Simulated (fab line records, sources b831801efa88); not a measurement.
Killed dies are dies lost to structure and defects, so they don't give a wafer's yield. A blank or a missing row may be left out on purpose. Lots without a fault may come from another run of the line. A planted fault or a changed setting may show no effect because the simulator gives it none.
Which tool did it? | flow sky130 | 6 lots, 18 wafers sampled, at 2 steps of a route of 708

WHAT THE GAUGES READ, wafer by wafer
SKY_LDD_LDN_OVL_MEAS_07.
lot  | measured     | on         | LDD_LDN_OVL (nm)
L951 | day 23 22:14 | overlay-02 | -1.5 1.4 -2.0
L953 | day 24 09:14 | overlay-02 | 1.1 1.4 2.8
L956 | day 25 16:59 | overlay-01 | - - -
L967 | day 28 22:13 | overlay-02 | 0.3 0.4 -0.4
L969 | day 29 18:50 | overlay-01 | 2.3 2.3 1.9
L971 | day 30 10:47 | overlay-02 | 1.2 1.5 2.7

WHICH TOOL RAN EACH LOT (tool, then ch and the chambers of the sampled wafers, then the start)
lot  | SKY_LDD_LDN_EXPOSE_04
L951 | iline_stepper-02 ch 0, day 23 07:17
L953 | iline_stepper-02 ch 0, day 23 18:55
L956 | iline_stepper-01 ch 0, day 25 03:07
L967 | iline_stepper-02 ch 0, day 28 08:56
L969 | iline_stepper-01 ch 0, day 29 04:37
L971 | iline_stepper-01 ch 0, day 29 21:43
- SKY_LDD_LDN_EXPOSE_04: exposes mask LDNTM, target cd 700 nm.

THE ANSWER, worked out from the rows above alone
Rule: what is usual is taken from the lots themselves. Put in order of their means at a reading, lots are off if they are a third of the lots or fewer, leave a main group of 4 or more, and stand apart from it by a gap of 3 or more times the standard deviation of the main group's means; of several such gaps the widest counts. A main group whose means are all the same, to the digits that the tables above print for the reading, isn't used. A lot without any number at a reading at which 4 lots or more have one is off too. The other lots that the step has rows for count as sound.
Off: L956, at SKY_LDD_LDN_OVL_MEAS_07 (LDD_LDN_OVL). Without a number there: L956. The main group: mean 1.0 nm, standard deviation 1.1.
A tool fits if, at a process step before that reading, it ran every lot that is off, and no sound lot after the first of them. The gauges at SKY_LDD_LDN_OVL_MEAS_07 are tried like those tools. None of those tried fits.

WHAT THE SIMULATOR HAD PUT IN
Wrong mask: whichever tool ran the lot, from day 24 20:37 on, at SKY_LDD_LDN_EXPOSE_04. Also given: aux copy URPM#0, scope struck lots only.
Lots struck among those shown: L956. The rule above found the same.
